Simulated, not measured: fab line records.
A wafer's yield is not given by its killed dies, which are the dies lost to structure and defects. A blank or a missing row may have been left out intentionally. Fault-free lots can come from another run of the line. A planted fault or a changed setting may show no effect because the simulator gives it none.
Which of the tools did it? -- flow sky130 -- 11 lots, 33 wafers sampled, at 5 steps of a route of 708

## WHAT THE GAUGES SHOWED, per wafer
SKY_LI_CONTACT_BOW_MEAS_03.
lot,measured,on,LI_CONTACT_BOW (um)
L295,day 28 17:01,filmMetro-02,49 51 59
L298,day 29 17:56,filmMetro-02,50 52 57
L299,day 30 11:37,filmMetro-03,62 62 66
L303,day 31 19:48,filmMetro-02,56 52 45
L305,day 32 01:13,filmMetro-02,60 54 53
L306,day 32 08:28,filmMetro-02,59 64 50
L309,day 33 02:28,filmMetro-02,59 55 47
L308,day 33 04:17,filmMetro-04,52 60 54
L310,day 33 06:07,filmMetro-04,50 53 52 - - -
L311,day 33 18:38,filmMetro-02,54 36 53 - - -
L312,day 33 21:49,filmMetro-03,62 63 54

SKY_LOCAL_INTERCONNECT_CD_MEAS_11: the cd target is 170 nm.
lot,measured,on,cdNm (nm)
L295,day 31 03:50,cdSem-02,170.6 169.4 169.0
L298,day 32 02:02,cdSem-02,172.1 170.9 170.4
L299,day 32 21:11,cdSem-02,170.9 171.8 172.0
L303,day 34 04:38,cdSem-02,172.1 172.2 173.4
L305,day 34 09:02,cdSem-02,171.1 172.1 170.3
L306,day 34 16:14,cdSem-01,172.1 170.5 171.2
L309,day 35 10:41,cdSem-02,172.8 172.4 171.6
L308,day 35 11:40,cdSem-02,169.9 168.8 169.5
L310,day 35 13:11,cdSem-02,171.7 170.5 171.9
L311,day 36 01:56,cdSem-02,169.7 170.6 170.9
L312,day 36 05:47,cdSem-01,171.9 172.1 172.6

SKY_CONTACT_RS_MEAS_25: the measuring method here is four-point-probe.
lot,measured,on,CONTACT_W_RS (ohm/sq)
L295,day 32 09:29,filmMetro-03,0.340 0.337 0.339
L298,day 33 07:52,filmMetro-01,0.333 0.332 0.338
L299,day 34 03:14,filmMetro-02,0.340 0.335 0.342
L303,day 35 10:51,filmMetro-02,0.332 0.333 0.336
L305,day 35 14:47,filmMetro-03,0.341 0.338 0.338
L306,day 35 20:47,filmMetro-02,0.339 0.341 0.338
L309,day 36 16:50,filmMetro-02,0.333 0.337 0.337
L308,day 36 17:58,filmMetro-01,0.345 0.341 0.341
L310,day 36 19:15,filmMetro-02,0.332 0.336 0.332
L311,day 37 07:10,filmMetro-01,0.330 0.332 0.337
L312,day 37 11:20,filmMetro-02,0.330 0.336 0.336

## WHICH TOOL RAN EACH LOT (tool, then ch and the chambers of the sampled wafers, then the start)
lot,SKY_LI_CONTACT_CMP_02,SKY_LI_CONTACT_ETCH_15
L295,"cmp-01 ch 0,2, day 28 16:46","rieDiel-02 ch 1,2, day 29 22:11"
L298,"cmp-02 ch 1,2, day 29 17:35","rieDiel-01 ch 0,3, day 30 21:50"
L299,"cmp-01 ch 0,2,3, day 30 11:25","rieDiel-02 ch 1,2,3, day 31 16:10"
L303,"cmp-01 ch 1,2, day 31 19:30","rieDiel-01 ch 0,2, day 33 00:31"
L305,"cmp-01 ch 0,3, day 32 00:55","rieDiel-01 ch 1,2,3, day 33 04:46"
L306,"cmp-02 ch 0,1,2, day 32 08:13","rieDiel-01 ch 0,1,2, day 33 11:35"
L309,"cmp-01 ch 0,1,2, day 33 02:10","rieDiel-02 ch 1,2,3, day 34 06:05"
L308,"cmp-02 ch 0,3, day 33 04:01","rieDiel-02 ch 0,1,2, day 34 07:14"
L310,"cmp-01 ch 2,3, day 33 05:46","rieDiel-01 ch 0,3, day 34 08:49"
L311,"cmp-01 ch 1,2,3, day 33 18:22","rieDiel-01 ch 1,3, day 34 21:52"
L312,"cmp-02 ch 0,1,2, day 33 21:34","rieDiel-02 ch 0,1, day 35 01:43"
- SKY_LI_CONTACT_CMP_02: polishes PSG.
- SKY_LI_CONTACT_ETCH_15: etches PSG in C4F8/O2/Ar, stops on Si, target depth 600 nm.

## AS READ BY THE TOOLS THEMSELVES (means over the sampled wafers that have a number; for cases with no such wafer, the mark the record gives instead)
SKY_LI_CONTACT_CMP_02.
lot,tool,motorCurrentA (A),slurryFlowMlMin,timeToEndpointS (s)
L295,cmp-01,10.8,149.9,33.0
L298,cmp-02,12.2,149.9,30.8
L299,cmp-01,11.4,150.1,33.6
L303,cmp-01,11.5,149.8,31.5
L305,cmp-01,10.9,150.0,32.5
L306,cmp-02,12.4,150.0,32.5
L309,cmp-01,11.2,150.4,35.5
L308,cmp-02,11.7,150.1,32.5
L310,cmp-01,11.7,149.9,37.1
L311,cmp-01,11.4,150.0,37.8
L312,cmp-02,11.8,150.2,33.9

SKY_LI_CONTACT_ETCH_15.
lot,tool,oesProductAu (a.u.)
L295,rieDiel-02,0.835
L298,rieDiel-01,0.841
L299,rieDiel-02,0.840
L303,rieDiel-01,0.839
L305,rieDiel-01,0.834
L306,rieDiel-01,0.834
L309,rieDiel-02,0.840
L308,rieDiel-02,0.835
L310,rieDiel-01,0.791
L311,rieDiel-01,0.793
L312,rieDiel-02,0.838

## THE ANSWER, worked out from the rows above alone
Rule: the lots themselves supply what counts as usual. Put in order of their means at a reading, lots are off if they are a third of the lots or fewer, leave a main group of 4 or more, and stand apart from it by a gap of 3 or more times the standard deviation of the main group's means; of several such gaps the widest counts. Not used: any main group whose means are identical at the precision the tables above print for the reading. Also off: a lot with no number at a reading for which 4 or more lots have one. Where the step has rows for the other lots, those lots are counted as sound. After the gauges, taken in route order, come the tools' own readings; for these a lot's mean is taken, as printed above. The first step at which some lot is off is used, and at that step the reading that is off furthest; a lot without a number counts as furthest.
Off: L310, L311, at SKY_LI_CONTACT_ETCH_15 (oesProductAu). The main group: mean 0.837 a.u., standard deviation 0.0027.
A tool fits if, at that step or a process step before it, it ran every lot that is off, and no sound lot after the first of them. 2 tools fit, cmp-01 at SKY_LI_CONTACT_CMP_02 and rieDiel-01 at SKY_LI_CONTACT_ETCH_15, so this cannot tell which one it is.

## WHAT WAS PUT IN BY THE SIMULATOR
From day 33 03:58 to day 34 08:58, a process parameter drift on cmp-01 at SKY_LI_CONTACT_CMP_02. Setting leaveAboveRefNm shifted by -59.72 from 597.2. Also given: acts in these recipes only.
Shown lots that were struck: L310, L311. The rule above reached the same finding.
